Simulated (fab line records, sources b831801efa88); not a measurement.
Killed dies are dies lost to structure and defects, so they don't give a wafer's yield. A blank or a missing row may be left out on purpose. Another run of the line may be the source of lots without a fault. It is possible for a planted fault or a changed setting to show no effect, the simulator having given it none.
Code-filled problem report in 8D (eight disciplines) form -- flow gf180mcu -- the parts of the form that need people (team, actions taken, sign-off) are left out

== 1. THE ISSUE ==
Mean STI_CVD_23_THK at GF_STI_THK_MEAS_24: 605 nm over 6 wafers in 2 lots; fault-free wafers: 651 nm, standard deviation 6.5. Measured from the usual mean, that is -7.1 standard deviations.
Seen first at day 3 15:47 on film metro-04, wafer L754.1. At this step, 36 wafers from 12 lots have a number in the record. The rule behind "out" and "out of limits": a value lying over 4 standard deviations away from the usual mean. Any other wafer with a number is counted as sound.

== 2. WHAT IT IS AND WHAT IT IS NOT ==
question,is,is not
which readings at this step,STI_CVD_23_THK,-
which lots,"L754, L758","L747, L749, L752, L753, L755, L756, L759, L768, L769, L770"
which wafers of those lots,all that have a number,-
read on which gauges,film metro-04,"film metro-01, film metro-03"
when,from day 3 15:47,"up to then (12 sound wafers); but 18 sound wafers of L755, L756, L759, L768, L769, L770 came after"

== 3. THE SUSPECTS, EACH WITH WHAT RULES IT OUT ==
Counting: any tool at a process step up to the reading is kept as a suspect provided that every lot that is out went through it and no sound lot did after the first of them.
- the gauge at GF_STI_THK_MEAS_24: kept. All the wafers that are out were read on film metro-04, and no step on other tools shows them out.
- hdpcvd-02 at GF_STI_CVD_23 (deposits SiO2, target thk 650 nm, time 108.3 s): ruled out as a lasting fault. Following L754 (day 3 15:43), the first lot on it that is out, the sound lots L768 were run on it.
Remaining after the count: film metro-04 at GF_STI_THK_MEAS_24.

== 4. THE CAUSE (what the simulator had put in) ==
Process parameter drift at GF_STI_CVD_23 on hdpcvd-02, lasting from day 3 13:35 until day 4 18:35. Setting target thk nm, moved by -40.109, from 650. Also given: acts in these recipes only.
The count ruled it out by mistake, since the rule takes a fault to strike every lot its tool runs from the start of the fault on, and this one did not do so.

== 5. SEQUENCE OF EFFECTS, ordered by route ==
Each row: a reading whose mean over the struck wafers that have a number lies more than 3 standard deviations from the usual. Only readings for which the record gives a usual standard deviation are gone through. hours: the time from each lot's start at the first step in this table that gives one to its start at this step, as a median over the lots. sigmas: the change in usual standard deviations.
hours,step,reading,usual,on struck wafers,change,sigmas
0,GF_STI_THK_MEAS_24,STI_CVD_23_THK,651 nm,605,-46,-7.1
Later steps that measure or inspect, where all struck wafers having a row at the step show a number for every such reading and not one has moved that far: GF_HV_LDD_CD_MEAS_46.

== 6. WHAT WOULD HAVE CAUGHT IT SOONER ==
In this record the first reading out of limits at a measuring or inspecting step was taken at day 3 15:47, 2 hours after the fault began at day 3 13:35.
